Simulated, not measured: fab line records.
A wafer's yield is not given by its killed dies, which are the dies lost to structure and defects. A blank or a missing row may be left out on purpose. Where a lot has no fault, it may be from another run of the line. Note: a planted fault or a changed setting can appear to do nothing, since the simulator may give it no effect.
8D (eight disciplines) problem report, filled in by code || flow sfq_line || the parts of the form that need people (team, actions taken, sign-off) are left out

== 1. THE ISSUE ==
At SFQ_TRILAYER_I1_VIA_LITHO_COAT_054, spin_speed_rpm averages 2655.8 rpm over 6 wafers from 2 lots, while fault-free wafers read 2999.7 rpm, standard deviation 2. So: -99 or more standard deviations from the usual mean.
The step: resist thk 62 nm.
Earliest sighting: wafer L293.2 on litho_track-01 at day 29 07:05. At this step, 42 wafers from 14 lots have a number in the record. By rule, "out" or "out of limits" means more than 4 standard deviations away from the usual mean. Any other wafer with a number is counted as sound.

== 2. WHAT IT IS, WHAT IT ISN'T ==
{"question": "which readings at this step", "is": "spin_speed_rpm", "is not": "chill_plate_temp_C"}
{"question": "which lots", "is": "L293, L294", "is not": "L284, L285, L286, L289, L290, L291, L302, L303, L304, L305, L306, L307"}
{"question": "which wafers of those lots", "is": "all that have a number", "is not": "-"}
{"question": "read on which tools", "is": "litho_track-01", "is not": "litho_track-03, litho_track-04"}
{"question": "when", "is": "from day 29 07:05", "is not": "up to then (18 sound wafers); but 18 sound wafers of L302, L303, L304, L305, L306, L307 came after"}

== 3. WHAT RULES OUT EACH SUSPECT ==
Counting: a tool at any process step up to the reading remains a suspect when it ran all the lots that are out and ran no sound lot after the first of those.
- litho_track-01 at SFQ_TRILAYER_I1_VIA_LITHO_COAT_054 (resist thk 62 nm): ruled out as a lasting fault. After its first lot that is out, L293 (day 29 07:05), sound lots L302, L304, L305 ran on it.
Left after counting: nothing in the record.

== 4. THE CAUSE (what the simulator had put in) ==
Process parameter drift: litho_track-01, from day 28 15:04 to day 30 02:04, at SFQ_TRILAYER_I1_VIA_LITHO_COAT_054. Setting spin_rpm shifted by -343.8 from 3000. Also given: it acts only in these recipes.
Counting ruled it out, wrongly.

== 5. SEQUENCE OF EFFECTS, ordered by route ==
Each row: a reading whose mean over the struck wafers that have a number lies more than 3 standard deviations from the usual. Scope: only readings with a usual standard deviation given in the record; hours: median across lots of the time from each lot's start at the first step in this table that gives one to its start at this step; sigmas: change in usual standard deviations.
{"hours": 0, "step": "SFQ_TRILAYER_I1_VIA_LITHO_COAT_054", "reading": "spin_speed_rpm", "usual": "2999.7 rpm", "on struck wafers": 2655.8, "change": -343.9, "sigmas": "-99 or more"}
{"hours": 18, "step": "SFQ_TRILAYER_I1_VIA_BARC_OPEN_VIA_ETCH_071", "reading": "oes_product_au", "usual": "0.686 a.u.", "on struck wafers": 0.708, "change": "+0.022", "sigmas": "+4.5"}
It contains these process steps:
- SFQ_TRILAYER_I1_VIA_LITHO_COAT_054: resist thk 62 nm.
- SFQ_TRILAYER_I1_VIA_BARC_OPEN_VIA_ETCH_071: etches BARC in O2, target depth 125 nm, time 41.7 s.

== 6. HOW IT WOULD HAVE BEEN CAUGHT EARLIER ==
In this record the first reading out of limits was taken at day 29 07:05, 16 hours after the fault began at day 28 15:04.
